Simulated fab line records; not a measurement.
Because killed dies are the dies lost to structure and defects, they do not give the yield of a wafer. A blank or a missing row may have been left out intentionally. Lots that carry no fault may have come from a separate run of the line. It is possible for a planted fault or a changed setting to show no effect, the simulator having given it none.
fab line records ; flow gf180mcu ; part 2 of 2: steps 36 to 45 of 45
record lots=5; wafers=15; lastDay=34
route steps=602 shown VT_IMPLANT@92 MVSD@136
lots untouched by any fault: they come from a run of this same line in which no faults occurred
startH: the number of hours between the record's first day and the start of the first shown wafer of the lot ; waitH: hours since the lot's step before ; " identical to the entry in the row above ; L1.1+2: several wafers, shown together as one row ; - value missing, or start not given ; * or withheld: withheld ; < > ~ a bound
route shown NAME@n: names a module that has steps shown in the file, with the first one's number in the route ; usual: mean/standard deviation of fault-free wafers ; same: alike in all rows ; chamber/n: place in a boat ; sites: each site's reading ; _std_site: standard deviation across them ; _edge_site: inner sites' mean taken away from outer sites' mean ; radiusMm: how far each site lies from the wafer's centre ; mask NAME#n: copy n ; behind: the most recent tool/chamber to have shaped the wafer ; hold: why the lot was held/for how many hours/how that ended ; device: which transistor (n, p or np) failed to switch ; end of line: tests run on the same wafers once the route is complete ; where a step has no rows: the recipe by itself ; killed: dies lost to structure and defects at the first sort, not the wafer's yield ; map: a wafer's dies, x killed, . not, _ none there
set.NAME: the setting as run; set.NAME@STEP: as run at that earlier step ; model.NAME: the simulator's own value behind a step, which no gauge read
lots at some steps of the route; a table a step, a row a wafer
services: when a tool's chamber went out of use (startH, in hours from the record's first day, below 0 if earlier), for how many hours, and the reason
## steps
# step GF_VT_IMPLANT_EXPOSE_37
# recipe maskId=Nwell_HV_AREA; targetCdNm=860; na=0.6; sourceShape=conventional; sigmaOuter=0.6; doseMj=140
lot.wafer;tool;chamber;startH;waitH;mask
L080.1+2+5;ilineStepper-01;0;-;-;Nwell_HV_AREA#0
L086.1+3+4;ilineStepper-02;0;-;-;Nwell_HV_AREA#0
L090.4+5+6;ilineStepper-01;0;-;-;Nwell_HV_AREA#0
L096.1+2+5;ilineStepper-01;0;-;-;Nwell_HV_AREA#0
L097.1+2+3;ilineStepper-01;0;-;-;Nwell_HV_AREA#0
# step GF_VT_IMPLANT_PEB_38
# recipe tempC=withheld; timeS=*; resist=NOVOLAK
lot.wafer;tool;chamber;startH;waitH
L080.1+2+5;lithoTrack-04;0;-;-
L086.1+3+4;lithoTrack-02;0;-;-
L090.4+5+6;lithoTrack-04;0;-;-
L096.1+2+5;lithoTrack-02;0;-;-
L097.1+2+3;lithoTrack-02;0;-;-
# step GF_VT_IMPLANT_DEVELOP_39
# recipe developTimeS=60; devTempC=23
lot.wafer;tool;chamber;startH;waitH
L080.1+2+5;lithoTrack-04;0;196.56;0.1
L086.1+3+4;lithoTrack-02;0;234.14;0.1
L090.4+5+6;lithoTrack-04;0;264.18;0.1
L096.1+2+5;lithoTrack-02;0;302.44;0.1
L097.1+2+3;lithoTrack-02;0;311.44;0.1
# step GF_VT_IMPLANT_OVL_MEAS_40
# usual VT_IMPLANT_03_OVL=0.2/1.4
lot.wafer;tool;chamber;startH;waitH;VT_IMPLANT_03_OVL[nm]
L080.1;overlay-01;-;196.71;0.1;1.5
L080.2;overlay-01;-;196.71;0.1;3.7
L080.5;overlay-01;-;196.71;0.1;2.4
L086.1;overlay-02;-;234.29;0.1;3.0
L086.3;overlay-02;-;234.29;0.1;0.5
L086.4;overlay-02;-;234.29;0.1;2.4
L090.4;overlay-01;-;264.28;0.1;0.2
L090.5;overlay-01;-;264.28;0.1;-1.0
L090.6;overlay-01;-;264.28;0.1;-0.5
L096.1;overlay-01;-;302.59;0.1;0.5
L096.2;overlay-01;-;302.59;0.1;-0.2
L096.5;overlay-01;-;302.59;0.1;2.1
L097.1;overlay-01;-;311.59;0.1;1.3
L097.2;overlay-01;-;311.59;0.1;0.2
L097.3;overlay-01;-;311.59;0.1;1.4
# step GF_VT_IMPLANT_IMPLANT_41
# recipe species=As; energyKev=70; doseCm2=1.013e+12; tiltDeg=7
# usual endStationPressureTorr=5e-06/3.1e-07
lot.wafer;tool;chamber;startH;waitH;endStationPressureTorr
L080.1;implanter-03;0;196.75;0.0;4.9e-06
L080.2;implanter-03;0;196.75;0.0;4.8e-06
L080.5;implanter-03;0;196.75;0.0;5.1e-06
L086.1;implanter-03;0;234.32;0.0;4.8e-06
L086.3;implanter-03;0;234.32;0.0;5.4e-06
L086.4;implanter-03;0;234.32;0.0;4.9e-06
L090.4;implanter-04;0;264.37;0.1;5.1e-06
L090.5;implanter-04;0;264.37;0.1;4.5e-06
L090.6;implanter-04;0;264.37;0.1;4.8e-06
L096.1;implanter-03;0;302.62;0.0;4.8e-06
L096.2;implanter-03;0;302.62;0.0;5.1e-06
L096.5;implanter-03;0;302.62;0.0;4.8e-06
L097.1;implanter-03;0;311.62;0.0;5e-06
L097.2;implanter-03;0;311.62;0.0;4.9e-06
L097.3;implanter-03;0;311.62;0.0;4.8e-06
# step GF_VT_IMPLANT_STRIP_42
# recipe chemistry=O2/N2; powerW=1400; pressureMtorr=1500; platenTempC=250; o2FlowSccm=3000; n2FlowSccm=300; overashFraction=0.5
# usual drypumpMotorCurrentA=5.6/0.34; heaterPowerW=355/27; oesProductAu=0.716/0.0043; stripTimeToEndpointS=12.64/0.037
lot.wafer;tool;chamber;startH;waitH;drypumpMotorCurrentA;heaterPowerW;oesProductAu;rfHoursCounterH;stripTimeToEndpointS
L080.1;plasmaAsher-02;1;196.90;0.1;5.6;367;0.720;57;12.64
L080.2;plasmaAsher-02;0;196.90;0.1;6.0;339;0.718;57;12.65
L080.5;plasmaAsher-02;0;196.90;0.1;6.0;332;0.714;-;12.64
L086.1;plasmaAsher-03;0;234.47;0.1;5.1;410;0.716;12;12.66
L086.3;plasmaAsher-03;0;234.47;0.1;5.1;409;0.719;-;12.67
L086.4;plasmaAsher-03;1;234.47;0.1;6.0;360;0.713;-;12.67
L090.4;plasmaAsher-02;1;264.48;0.1;5.6;356;0.713;-;12.63
L090.5;plasmaAsher-02;1;264.48;0.1;5.6;360;0.721;-;12.63
L090.6;plasmaAsher-02;0;264.48;0.1;6.0;335;0.717;-;12.63
L096.1;plasmaAsher-03;0;302.77;0.1;5.1;394;0.718;20;12.63
L096.2;plasmaAsher-03;1;302.77;0.1;5.9;360;0.717;20;12.64
L096.5;plasmaAsher-03;1;302.77;0.1;5.9;358;0.719;-;12.65
L097.1;plasmaAsher-02;1;311.77;0.1;5.6;369;0.721;70;12.62
L097.2;plasmaAsher-02;0;311.77;0.1;6.0;340;0.718;70;12.57
L097.3;plasmaAsher-02;1;311.77;0.1;5.6;358;0.713;-;12.61
# step GF_VT_IMPLANT_TW_MEAS_43
# usual VT_IMPLANT_4_TW=685/5.8
lot.wafer;tool;chamber;startH;waitH;VT_IMPLANT_4_TW
L080.1;filmMetro-03;-;197.00;0.1;688
L080.2;filmMetro-03;-;197.00;0.1;686
L080.5;filmMetro-03;-;197.00;0.1;685
L086.1;filmMetro-03;-;234.57;0.1;689
L086.3;filmMetro-03;-;234.57;0.1;688
L086.4;filmMetro-03;-;234.57;0.1;687
L090.4;filmMetro-04;-;264.58;0.1;678
L090.5;filmMetro-04;-;264.58;0.1;677
L090.6;filmMetro-04;-;264.58;0.1;679
L096.1;filmMetro-01;-;302.87;0.1;692
L096.2;filmMetro-01;-;302.87;0.1;694
L096.5;filmMetro-01;-;302.87;0.1;698
L097.1;filmMetro-04;-;311.87;0.1;676
L097.2;filmMetro-04;-;311.87;0.1;676
L097.3;filmMetro-04;-;311.87;0.1;678
# step GF_VT_IMPLANT_CLEAN_44
# recipe chemistry=SC1/SC2; mix=1:4:20; tempC=70; timeS=150; dry=n2Spin
# usual bathGuardTempC=70.1/0.55
lot.wafer;tool;chamber;startH;waitH;bathGuardTempC
L080.1;wetBench-03;3;197.06;0.1;69.6
L080.2;wetBench-03;3;197.06;0.1;69.7
L080.5;wetBench-03;3;197.06;0.1;69.5
L086.1;wetBench-03;0;234.63;0.1;70.6
L086.3;wetBench-03;0;234.63;0.1;70.8
L086.4;wetBench-03;0;234.63;0.1;70.6
L090.4;wetBench-03;3;264.61;0.0;69.6
L090.5;wetBench-03;3;264.61;0.0;69.8
L090.6;wetBench-03;3;264.61;0.0;69.6
L096.1;wetBench-04;1;302.93;0.1;70.6
L096.2;wetBench-04;1;302.93;0.1;70.7
L096.5;wetBench-04;1;302.93;0.1;70.5
L097.1;wetBench-02;0;311.93;0.1;69.6
L097.2;wetBench-02;0;311.93;0.1;69.9
L097.3;wetBench-02;0;311.93;0.1;69.7
# step GF_VT_IMPLANT_RTA_45
# recipe tempC=1050; timeS=30; ambient=N2
# usual lampPowerPct=33.2/2.6; wafer_temp_C_max=1053.7/0.75
lot.wafer;tool;chamber;startH;waitH;lampPowerPct;wafer_temp_C_max
L080.1;rtpAnneal-02;0;197.11;0.0;29.5;1053.7
L080.2;rtpAnneal-02;0;197.11;0.0;29.5;1052.5
L080.5;rtpAnneal-02;0;197.11;0.0;29.5;1052.2
L086.1;rtpAnneal-02;0;234.68;0.0;29.5;1053.3
L086.3;rtpAnneal-02;0;234.68;0.0;29.5;1053.1
L086.4;rtpAnneal-02;0;234.68;0.0;29.4;1053.9
L090.4;rtpAnneal-02;0;264.71;0.1;29.5;1053.6
L090.5;rtpAnneal-02;0;264.71;0.1;29.5;1053.6
L090.6;rtpAnneal-02;0;264.71;0.1;29.5;1053.9
L096.1;rtpAnneal-01;0;302.99;0.0;35.0;1054.1
L096.2;rtpAnneal-01;0;302.99;0.0;35.0;1053.0
L096.5;rtpAnneal-01;0;302.99;0.0;35.0;1053.1
L097.1;rtpAnneal-02;0;311.98;0.0;29.5;1053.3
L097.2;rtpAnneal-02;0;311.98;0.0;29.4;1053.7
L097.3;rtpAnneal-02;0;311.98;0.0;29.5;1053.1
# step GF_VT_IMPLANT_RS_MEAS_46
# recipe thkMeasGauge=four-point-probe
# usual MVSD_RS=456.9/1.2
lot.wafer;tool;chamber;startH;waitH;MVSD_RS[ohm/sq]
L080.1;filmMetro-02;-;197.21;0.1;456.2
L080.2;filmMetro-02;-;197.21;0.1;455.2
L080.5;filmMetro-02;-;197.21;0.1;455.6
L086.1;filmMetro-02;-;234.78;0.1;454.7
L086.3;filmMetro-02;-;234.78;0.1;455.5
L086.4;filmMetro-02;-;234.78;0.1;456.0
L090.4;filmMetro-04;-;264.82;0.1;457.7
L090.5;filmMetro-04;-;264.82;0.1;458.3
L090.6;filmMetro-04;-;264.82;0.1;458.3
L096.1;filmMetro-01;-;303.09;0.1;457.2
L096.2;filmMetro-01;-;303.09;0.1;457.3
L096.5;filmMetro-01;-;303.09;0.1;458.2
L097.1;filmMetro-02;-;312.08;0.1;454.8
L097.2;filmMetro-02;-;312.08;0.1;455.9
L097.3;filmMetro-02;-;312.08;0.1;456.3
## services
tool;chamber;startH;hours;kind
plasmaAsher-03;0;117.75;-;clean
plasmaAsher-03;1;117.75;-;clean
implanter-03;-;122.27;0.9;repair
plasmaAsher-02;-;127.02;15.6;pm
implanter-01;-;135.57;0.7;repair
wetBench-02;-;158.19;1.9;repair
wetBench-03;-;169.12;2.4;repair
implanter-04;-;209.31;5.3;pm
implanter-01;-;214.75;1.4;repair
implanter-01;-;221.57;1.4;repair
ilineStepper-01;-;230.56;4.4;pm
implanter-03;-;235.34;3.0;repair
ilineStepper-02;-;249.00;2.2;repair
plasmaAsher-01;-;262.56;20.5;repair
plasmaAsher-03;-;268.91;1.4;repair
ilineStepper-02;-;270.28;1.7;pm
plasmaAsher-03;-;271.78;0.7;repair
implanter-04;-;287.68;2.4;repair
implanter-01;-;294.79;2.4;repair
wetBench-03;-;304.33;4.4;pm
ilineStepper-01;-;305.27;1.7;pm
